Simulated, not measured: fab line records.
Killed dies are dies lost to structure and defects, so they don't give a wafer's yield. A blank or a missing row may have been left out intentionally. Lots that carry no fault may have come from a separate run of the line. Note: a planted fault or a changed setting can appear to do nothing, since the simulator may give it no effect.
Code-filled problem report in 8D (eight disciplines) form	flow sfq_line	the parts of the form that need people (team, actions taken, sign-off) are left out

## 1. PROBLEM STATEMENT
Mean of exposure_dose_mJ_cm2 at SFQ_TRILAYER_C5_LITHO_EXPOSE_152: 24.256 across 9 wafers in 3 lots; on wafers with no fault it is 21.305 (standard deviation 0.017). That is +99 or more standard deviations from the usual mean.
The step: exposes mask C5, target cd 500 nm.
Earliest sighting: wafer L127.1 on krf_scanner-02 at day 72 18:50. The record has a number at this step for 45 wafers belonging to 15 lots. The rule behind "out" and "out of limits": a value lying over 4 standard deviations away from the usual mean. The rest of the wafers with a number are treated as sound.

## 2. WHAT THIS IS AND IS NOT
question	is	is not
which readings at this step	exposure_dose_mJ_cm2	focus_offset_nm, stage_vel_mm_s
which lots	L127, L128, L129	L121, L122, L123, L124, L125, L126, L130, L135, L136, L138, L139, L141
which wafers of those lots	all that have a number	-
read on which tools	krf_scanner-02	krf_scanner-01
when	from day 72 18:50	up to then (18 sound wafers); but 18 sound wafers of L130, L135, L136, L138, L139, L141 came after

## 3. THE SUSPECTS, EACH WITH WHAT RULES IT OUT
Counting: a tool stays on the suspect list if, at a process step up to the reading, it processed all lots that are out and no sound lot following the first of them.
- krf_scanner-02 at SFQ_TRILAYER_C5_LITHO_EXPOSE_152 (exposes mask C5, target cd 500 nm): kept. All lots that are out passed through it, beginning with L127 at day 72 18:50, and no sound lot followed; its final sound lot before that point was L126 at day 72 13:02. Its own exposure_dose_mJ_cm2 readings are out on those wafers.
After counting, what remains is krf_scanner-02 at SFQ_TRILAYER_C5_LITHO_EXPOSE_152.

## 4. THE CAUSE (what the simulator had put in)
Process parameters drifting: krf_scanner-02 at SFQ_TRILAYER_C5_LITHO_EXPOSE_152, beginning at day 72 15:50. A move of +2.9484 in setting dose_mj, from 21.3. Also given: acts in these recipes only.
This tool alone remained once counting was done.

## 5. SEQUENCE OF EFFECTS, ordered by route
Each row: a reading where the mean over the struck wafers with a number is more than 3 standard deviations away from the usual. Only readings whose record carries a usual standard deviation are examined. hours: median over the lots of the time between each lot's start at the first step of this table that gives one and its start at this step. sigmas: the change, counted in usual standard deviations.
hours	step	reading	usual	on struck wafers	change	sigmas
0	SFQ_TRILAYER_C5_LITHO_EXPOSE_152	exposure_dose_mJ_cm2	21.305	24.256	+2.951	+99 or more
Process steps it contains:
- SFQ_TRILAYER_C5_LITHO_EXPOSE_152: exposes mask C5, target cd 500 nm.

## 6. HOW IT WOULD HAVE BEEN CAUGHT EARLIER
In this record the first reading out of limits was taken at day 72 18:50, 3 hours after the fault began at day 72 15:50.
